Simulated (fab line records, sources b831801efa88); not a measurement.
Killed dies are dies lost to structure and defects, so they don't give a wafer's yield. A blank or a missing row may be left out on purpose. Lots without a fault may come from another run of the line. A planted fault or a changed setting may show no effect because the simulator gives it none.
Split-lot experiment | flow gf180mcu | 5 lots, 23 wafers read, on a route of 602 steps

THE SPLIT
At GF_CONTACT_EXPOSE_11 (exposes mask Contact, target cd 220 nm), the setting dose_mj was moved away from the recipe's 38 on 9 of the 23 wafers read, by -4.2% to +3.6%. The other wafers ran this setting at the recipe's value.

FROM THE SPLIT TO THE READING: what the file shows between them, 2 steps
- GF_CONTACT_PEB_12: peb time 90 s
- GF_CONTACT_DEVELOP_13: develop time 60 s

THE READING
cd_nm, in nm, at GF_CONTACT_CD_MEAS_14 (target cd 220 nm). Fault-free wafers of this fab line usually give 220.3 nm, standard deviation 1.7 nm.

wafer  | tool, chamber at the split | dose_mj as run | against the recipe | cd_nm, nm | against lot-mates on the recipe
L076.1 | krf_scanner-01, 0          | 38             | recipe             | 222.9     | -
L076.5 | krf_scanner-01, 0          | 38             | recipe             | 223.8     | -
L076.6 | krf_scanner-01, 0          | 38             | recipe             | 221.4     | -
L078.1 | krf_scanner-01, 0          | 38             | recipe             | 222.1     | -
L078.2 | krf_scanner-01, 0          | 36.39          | -4.2%              | 214.6     | -7.5
L078.4 | krf_scanner-01, 0          | 36.39          | -4.2%              | 214.1     | -8.0
L078.5 | krf_scanner-01, 0          | 36.39          | -4.2%              | 213.6     | -8.5
L078.6 | krf_scanner-01, 0          | 38             | recipe             | 222.1     | -
L082.1 | krf_scanner-02, 0          | 39.36          | +3.6%              | 223.7     | +5.3
L082.2 | krf_scanner-02, 0          | 39.36          | +3.6%              | 225.1     | +6.7
L082.3 | krf_scanner-02, 0          | 38             | recipe             | 218.1     | -
L082.4 | krf_scanner-02, 0          | 39.36          | +3.6%              | 223.7     | +5.3
L082.5 | krf_scanner-02, 0          | 38             | recipe             | 218.7     | -
L083.2 | krf_scanner-01, 0          | 38.89          | +2.3%              | 223.7     | +5.3
L083.3 | krf_scanner-01, 0          | 38             | recipe             | 218.9     | -
L083.4 | krf_scanner-01, 0          | 38.89          | +2.3%              | 223.4     | +5.0
L083.5 | krf_scanner-01, 0          | 38             | recipe             | 217.9     | -
L083.6 | krf_scanner-01, 0          | 38.89          | +2.3%              | 224.0     | +5.6
L084.2 | krf_scanner-02, 0          | 38             | recipe             | 223.0     | -
L084.3 | krf_scanner-02, 0          | 38             | recipe             | 221.9     | -
L084.4 | krf_scanner-02, 0          | 38             | recipe             | 220.4     | -
L084.5 | krf_scanner-02, 0          | 38             | recipe             | 221.5     | -
L084.6 | krf_scanner-02, 0          | 38             | recipe             | 220.8     | -

THE FIT
A straight line over all 23 wafers: cd_nm changes by +1.31 nm for each +1% of dose_mj; r = +0.87; the points scatter about the line by 1.7 nm.
The same after taking each lot's own level away (the mean of its wafers on the recipe; 23 wafers): +1.85 nm for each +1%; r = +0.98; scatter 0.84 nm.
On that fit, the largest move of dose_mj shifts the reading by 7.8 nm.
The lots' own levels span 218.40 to 222.70 nm, that is 2.5 times the standard deviation above.
So the lot-to-lot level changes the slope: the two fits differ.
Check: with one of the wafers moved furthest among these (-4.2%) left out of the fit, the line predicts -7.93 nm for it against its lot-mates. It came out at -7.5 nm against them.

OTHER SPLITS ON THESE WAFERS
These wafers also went through other splits before the reading. Each is held against what the fit with the lots' levels taken away leaves over:
other split on the same wafers | wafers away from the commonest value | r with cd_nm (lot level and that fit taken away)
GF_PSD_IMPLANT_09 energy_kev   | 9                                    | -0.45
GF_SAB_CVD_00 time_s           | 8                                    | +0.30
GF_SALICIDE_SPUTTER_02 power_w | 7                                    | -0.08

THE WHOLE CHAIN: every reading that the file lists as answering this split, in the file's order
step                  | what it does                                                   | reading                                                        | change (the file's fit)              | r (the file's)
GF_CONTACT_CD_MEAS_14 | target cd 220 nm                                               | cd_nm                                                          | +1.85 nm for each +1% of the setting | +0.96
GF_CONTACT_ETCH_16    | etches BARC in N2/H2                                           | CONTACT.cd_nm (the simulator's own value, which no gauge read) | +1.83 nm for each +1% of the setting | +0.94
GF_CONTACT_ETCH_17    | etches SiO2 in C4F8/O2/Ar, stops on CoSi2, target depth 860 nm | CONTACT.cd_nm (the simulator's own value, which no gauge read) | +1.95 nm for each +1% of the setting | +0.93

THE FILE'S OWN FIT
cd_nm changes by +1.85 nm for each +1% of dose_mj, r = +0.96.
